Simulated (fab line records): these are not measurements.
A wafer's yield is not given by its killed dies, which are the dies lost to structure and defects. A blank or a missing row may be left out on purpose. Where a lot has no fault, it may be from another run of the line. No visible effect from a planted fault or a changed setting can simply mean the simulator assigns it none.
What tool caused it?    flow sky130    Sampling: 13 lots, 39 wafers, 4 of 708 route steps

== WHAT EACH GAUGE READ, for each wafer ==
SKY_METAL4_OVL_MEAS_14. Usual: METAL4_OVL gives -3 nm (standard deviation 5.1).
lot   measured      on          METAL4_OVL (nm)  flag
L286  day 42 07:27  overlay-02  7 2 7            
L287  day 42 07:48  overlay-01  -3 -7 -10        
L290  day 42 19:49  overlay-02  3 2 -6           
L291  day 43 03:11  overlay-01  3 2 -5           
L292  day 43 10:03  overlay-01  -3 1 6           
L293  day 43 17:30  overlay-01  -6 -5 -8         
L294  day 44 00:13  overlay-02  -6 -6 -7         
L295  day 44 06:36  overlay-02  -1 6 4           
L296  day 44 13:25  overlay-01  -3 1 -3          
L300  day 45 12:31  overlay-01  -3 -5 -2         
L305  day 47 00:01  overlay-02  -7 -9 -13        
L306  day 47 06:22  overlay-01  -3 -8 -9         
L308  day 47 20:18  overlay-02  3 -2 -4          

SKY_VIA4_BOW_MEAS_03. Usual: VIA4_BOW gives 80 um (standard deviation 8.2).
lot   measured      on             VIA4_BOW (um)  flag
L286  day 42 08:59  film_metro-04  81 71 66       
L287  day 42 09:35  film_metro-03  73 76 84       
L290  day 42 21:20  film_metro-02  70 66 80       
L291  day 43 04:45  film_metro-03  74 87 76       
L292  day 43 11:37  film_metro-02  70 64 61       
L293  day 43 19:00  film_metro-03  70 72 80       
L294  day 44 01:43  film_metro-04  68 70 72       
L295  day 44 08:06  film_metro-04  90 86 90       
L296  day 44 15:11  film_metro-02  71 76 79       
L300  day 45 14:15  film_metro-04  75 79 81       
L305  day 47 01:33  film_metro-02  79 72 75       
L306  day 47 07:56  film_metro-04  73 75 72       
L308  day 47 22:02  film_metro-03  62 77 83       

== TOOL THAT RAN EACH LOT (tool first, then ch and the chambers of the sampled wafers, then the start) ==
lot   SKY_FIELD_ISO_WET_ETCH_28       SKY_METAL4_METAL_ETCH_18
L286  wet_bench-03 ch 0, day 2 15:32  rie_metal-04 ch 0,1, day 42 07:38
L287  wet_bench-02 ch 1, day 2 17:10  rie_metal-03 ch 0,1, day 42 07:59
L290  wet_bench-02 ch 2, day 3 08:17  rie_metal-04 ch 0,1, day 42 20:02
L291  wet_bench-03 ch 0, day 3 12:29  rie_metal-04 ch 0,1, day 43 03:25
L292  wet_bench-02 ch 3, day 3 16:41  rie_metal-01 ch 0,1, day 43 10:14
L293  wet_bench-02 ch 1, day 3 21:48  rie_metal-01 ch 0,1, day 43 17:41
L294  wet_bench-03 ch 0, day 4 04:28  rie_metal-04 ch 0,1, day 44 00:24
L295  wet_bench-03 ch 3, day 4 09:01  rie_metal-01 ch 0,1, day 44 06:47
L296  wet_bench-03 ch 3, day 4 14:37  rie_metal-01 ch 0,1, day 44 13:36
L300  wet_bench-03 ch 0, day 5 10:16  rie_metal-01 ch 1, day 45 12:48
L305  wet_bench-01 ch 3, day 6 14:50  rie_metal-03 ch 0,1, day 47 00:16
L306  wet_bench-01 ch 3, day 6 20:34  rie_metal-04 ch 0,1, day 47 06:37
L308  wet_bench-02 ch 0, day 7 04:46  rie_metal-04 ch 1, day 47 20:29
- SKY_FIELD_ISO_WET_ETCH_28: etches SiO2 in dHF, target depth 23.7 nm, time 47 s.
- SKY_METAL4_METAL_ETCH_18: etches the open film in Cl2/BCl3, stops on SiO2, target depth 845 nm, time 183.1 s.

== AS READ BY THE TOOLS THEMSELVES (means over the sampled wafers that have a number; for cases with no such wafer, the mark the record gives instead) ==
SKY_FIELD_ISO_WET_ETCH_28. Usual: bath_heat_duty_pct 6.5 %, standard deviation 0.81.
lot   tool          bath_heat_duty_pct (%)  flag
L286  wet_bench-03  6.4                     
L287  wet_bench-02  5.8                     
L290  wet_bench-02  5.8                     
L291  wet_bench-03  6.2                     
L292  wet_bench-02  6.7                     
L293  wet_bench-02  6.0                     
L294  wet_bench-03  6.9                     
L295  wet_bench-03  6.2                     
L296  wet_bench-03  5.5                     
L300  wet_bench-03  6.7                     
L305  wet_bench-01  7.3                     
L306  wet_bench-01  7.6                     
L308  wet_bench-02  5.6                     

SKY_METAL4_METAL_ETCH_18. Usual: chamber_pressure_mTorr 10.001 mTorr, standard deviation 0.0089; drypump_motor_current_A 5.9 A, standard deviation 0.42; oes_product_au 0.865 a.u., standard deviation 0.0065; throttle_valve_pct 22.264 %, standard deviation 0.0096.
lot   tool          chamber_pressure_mTorr (mTorr)  drypump_motor_current_A (A)  oes_product_au (a.u.)  throttle_valve_pct (%)  flag
L286  rie_metal-04  10.006                          6.5                          0.860                  22.259                  
L287  rie_metal-03  10.001                          5.4                          0.865                  22.265                  
L290  rie_metal-04  9.991                           6.3                          0.874                  22.255                  
L291  rie_metal-04  9.998                           6.3                          0.860                  22.268                  
L292  rie_metal-01  10.000                          5.6                          0.865                  22.257                  
L293  rie_metal-01  10.014                          5.7                          0.863                  22.262                  
L294  rie_metal-04  9.996                           6.4                          0.863                  22.252                  
L295  rie_metal-01  10.003                          5.7                          0.867                  22.272                  
L296  rie_metal-01  10.004                          5.7                          0.867                  22.255                  
L300  rie_metal-01  10.011                          5.8                          0.860                  22.273                  
L305  rie_metal-03  10.004                          5.4                          0.867                  22.272                  
L306  rie_metal-04  9.999                           6.4                          0.870                  22.264                  
L308  rie_metal-04  10.000                          6.2                          0.858                  22.261                  

== THE ANSWER, worked out from the rows above alone ==
Rule: lot off if the mean of its wafers having a number is beyond 3 standard deviations from the usual mean. A lot without any number at a reading at which 4 lots or more have one is off too. The other lots that the step has rows for count as sound. Order of review: gauges by route order, followed by the tools' own readings, for which a lot's mean as printed above is used. At the first step where some lot is off, the reading lying furthest off is the one used; lots without a number count as furthest.
Across all readings shown, no lot is off: no conclusion can be drawn from this.

== WHAT THE SIMULATOR HAD INSERTED ==
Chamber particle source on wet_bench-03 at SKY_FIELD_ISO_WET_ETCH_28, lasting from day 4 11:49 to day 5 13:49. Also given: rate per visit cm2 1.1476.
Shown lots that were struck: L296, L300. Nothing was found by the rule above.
